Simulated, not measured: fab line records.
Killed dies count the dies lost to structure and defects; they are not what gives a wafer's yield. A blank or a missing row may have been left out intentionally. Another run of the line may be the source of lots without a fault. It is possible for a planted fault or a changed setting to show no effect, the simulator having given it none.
Struck lot and sound lot, side by side :: flow sky130 :: 14 steps out of a route of 708
Sound: these wafers, L160.2, L160.4, L160.5. Wafers L158.1, L158.3, L158.6 were the ones struck. The cause is given at the end.
For every step that has rows: the tool of each side, followed by ch and its chambers, followed by its first start. Under that, the readings that differ: sound wafers :: struck wafers :: difference of the means :: sigmas: that difference in standard deviations of wafers without a fault.
alike: same words and numbers on both sides, and readings whose means sit less than 2 such deviations apart. not compared: any withheld reading, any reading some wafer has no value for, any bound like >300 that may hide the same value, and any number with overlapping values for which the record gives no deviation.
A row with sigmas, a row that says differs or no value, or rows on one side alone: a step with any of these is where the two part. When numbers do not overlap yet have no deviation, they are printed without sigmas and do not part them. Lack of a reading on every wafer of one side parts them only where that side has two or more wafers.

SKY_VIA1_OVL_MEAS_13:
  sound on overlay-02 at day 40 21:38; struck on overlay-02 at day 40 14:04
  alike: VIA1_OVL
then, 1 step without rows for these wafers: SKY_VIA1_ETCH_14 (etches BARC in N2/H2, stops on SiO2, time 45.9 s, target depth 60 nm).
SKY_VIA1_ETCH_15: etches SiO2 in C4F8/O2/Ar, stops on TiN, target depth 351 nm, time 54 s.
  sound on rieDiel-01 ch 0,1,2, day 40 21:42; struck on rieDiel-01 ch 0,2, day 40 14:08
  alike: oesProductAu
  not compared: rfHoursCounterH
SKY_VIA1_STRIP_16: strips in O2/N2.
  sound on plasmaAsher-04 ch 1, day 40 21:44; struck on plasmaAsher-04 ch 0,1, day 40 14:11
  alike: drypumpMotorCurrentA, oesProductAu, stripTimeToEndpointS
  not compared: rfHoursCounterH
then, 4 steps without rows for these wafers: SKY_VIA1_STRIP_17 (strips in post etch residue remover, time 1200 s); SKY_VIA1_CLEAN_18 (cleans in IPA, time 180 s); SKY_VIA1_CLEAN_19 (cleans in O3/DIW); SKY_VIA1_SPUTTER_20 (material TiN, target thk 20 nm, time 80 s).
SKY_VIA1_CVD_21: deposits W, target thk 270 nm, time 80.902 s.
  sound on cvdW-02 ch 0, day 40 22:25; struck on cvdW-01 ch 1, day 40 14:50
reading: heaterPowerW (W)
sound: 743 757 741
struck: 897 901 901
difference: +153
sigmas: +2
  alike: heaterPowerOuterW
SKY_VIA1_RS_MEAS_22: measures by four-point-probe.
  sound on filmMetro-03 at day 40 22:31; struck on filmMetro-01 at day 40 14:56
  alike: VIA1_W_RS
SKY_VIA1_THK_MEAS_23: measures by xrf.
  sound on filmMetro-03 at day 40 22:38; struck on filmMetro-01 at day 40 15:03
  alike: VIA1_W_THK
SKY_VIA1_CMP_24: polishes, stops on SiO2, t overpolish 15 s, target thk 0 nm.
  sound on cmp-01 ch 0,1, day 40 22:41; struck on cmp-01 ch 0,2,3, day 40 15:07
  alike: motorCurrentA, overpolishRunS, timeToEndpointS
SKY_METAL2_SPUTTER_00: material Ti, target thk 15 nm, time 10 s.
  sound on pvdSputter-03 at day 40 22:59; struck on pvdSputter-02 at day 40 15:25
  no value came back on the struck wafers for cathodeDcPowerW (W), chamberPressurePa (Pa), throttleValvePct (%); on the sound wafers cathodeDcPowerW (W) reads 3000.6 2998.9 2999.6
SKY_METAL2_SPUTTER_01: material TiN, target thk 20 nm, time 16.7 s.
  sound on pvdSputter-03 at day 40 23:00; struck on pvdSputter-02 at day 40 15:26
  alike: cathodeDcPowerW, chamberPressurePa, throttleValvePct

WHERE THEY PART
Earliest at SKY_VIA1_CVD_21; latest, in this record, at SKY_METAL2_SPUTTER_00. Later steps at which nothing parts them and some readings are alike: SKY_METAL2_SPUTTER_01.

WHY: the cause the simulator had injected
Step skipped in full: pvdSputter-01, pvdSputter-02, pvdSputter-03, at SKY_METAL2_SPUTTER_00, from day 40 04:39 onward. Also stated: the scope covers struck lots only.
